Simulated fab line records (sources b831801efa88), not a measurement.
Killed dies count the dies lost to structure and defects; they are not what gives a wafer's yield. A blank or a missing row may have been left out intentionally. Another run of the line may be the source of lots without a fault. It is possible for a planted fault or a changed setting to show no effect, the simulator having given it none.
Chamber matching    flow gf180mcu    GF_V5_CMP_04 on cmp-02: 4 sister chambers
The step polishes SiO2. 39 wafers are shown with their chamber, then 12 later ones without.

EACH WAFER AND ITS CHAMBER
wafer   chamber  motor-current-A (A)  head-pressure-psi (psi)  retaining-ring-pressure-frac
L075.2  1        11.7                 4.003                    0.995
L075.3  2        14.0                 3.987                    0.994
L075.4  3        12.9                 4.008                    1.009
L077.3  2        13.5                 3.989                    1.000
L077.4  0        12.4                 3.991                    1.000
L077.6  1        11.9                 4.007                    1.003
L078.2  3        12.5                 3.975                    0.999
L078.5  0        13.0                 4.002                    1.002
L078.6  3        12.9                 3.984                    0.999
L079.1  2        13.9                 3.999                    1.001
L079.4  0        12.7                 3.995                    1.003
L079.6  3        13.2                 4.009                    1.001
L080.4  1        12.2                 4.004                    1.008
L080.5  3        13.4                 4.006                    1.004
L080.6  2        13.9                 4.000                    0.998
L081.2  2        13.4                 3.986                    1.000
L081.3  3        13.0                 4.000                    0.996
L081.4  1        12.5                 4.009                    1.000
L082.3  3        13.1                 4.011                    0.997
L082.4  2        13.2                 4.016                    1.002
L082.6  3        13.1                 4.003                    1.002
L083.3  2        14.1                 4.003                    0.996
L083.5  0        12.1                 4.019                    0.993
L083.6  3        12.7                 4.020                    1.001
L085.3  1        12.4                 3.982                    1.000
L085.4  3        13.2                 3.991                    0.999
L085.5  3        13.7                 3.995                    0.996
L087.2  2        13.4                 3.990                    0.996
L087.4  3        13.1                 3.985                    1.005
L087.6  3        12.1                 4.006                    1.001
L089.1  3        13.1                 3.992                    0.994
L089.2  2        12.5                 3.996                    1.007
L089.6  0        11.5                 3.989                    0.997
L090.2  1        12.0                 4.007                    1.002
L090.3  0        12.0                 4.002                    1.000
L090.5  3        12.5                 4.008                    0.998
L093.1  0        12.9                 4.004                    1.004
L093.5  3        12.9                 4.004                    1.001
L093.6  0        12.2                 3.995                    1.003

SIGNATURES (averages over the wafers above)
reading                       chamber 0  chamber 1  chamber 2  chamber 3  scatter within a chamber
motor-current-A               12.350     12.117     13.544     12.963     0.429
head-pressure-psi             3.99962    4.00200    3.99622    3.99981    0.0107
retaining-ring-pressure-frac  1.00025    1.00133    0.99933    1.00012    0.00386
Rule: distance of a wafer from a chamber = root of the sum over the readings of ((wafer's reading minus chamber's mean) / reading's scatter) squared. If the next closest chamber is less than 2 further off than the closest, the wafer can't be placed; otherwise it belongs to the closest. The scatter is the square root of a quotient: the sum, over the shown wafers, of each reading's squared deviation from its chamber's mean, divided by wafers minus chambers.

WAFERS MISSING THEIR CHAMBER
wafer   motor-current-A (A)  head-pressure-psi (psi)  retaining-ring-pressure-frac
L092.1  13.2                 4.005                    1.000
L092.3  13.1                 4.002                    1.001
L092.4  11.9                 3.996                    1.001
L094.3  13.3                 4.005                    0.995
L094.4  12.4                 3.997                    1.004
L094.6  12.2                 4.009                    1.004
L095.2  13.4                 3.999                    0.998
L095.5  11.9                 3.999                    1.005
L095.6  12.4                 3.984                    0.995
L097.3  12.9                 3.999                    0.998
L097.4  13.3                 3.999                    1.013
L097.6  12.3                 3.990                    1.004

EACH ONE'S CHAMBER
wafer   from the rows above                in truth
L092.1  can't be placed: 3 or 2 or 0 or 1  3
L092.3  can't be placed: 3 or 2 or 0 or 1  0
L092.4  can't be placed: 1 or 0 or 3       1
L094.3  can't be placed: 2 or 3 or 0 or 1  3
L094.4  can't be placed: 0 or 1 or 3 or 2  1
L094.6  can't be placed: 1 or 0 or 3       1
L095.2  can't be placed: 2 or 3 or 0       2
L095.5  can't be placed: 1 or 0 or 3       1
L095.6  can't be placed: 0 or 3 or 1 or 2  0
L097.3  can't be placed: 3 or 0 or 2 or 1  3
L097.4  can't be placed: 3 or 2 or 0 or 1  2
L097.6  can't be placed: 0 or 1 or 3 or 2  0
Correct placement for 0 of the 12. Can't be placed from these rows: 12 (the true chamber is among the candidates in 12). Placed wrongly: 0.
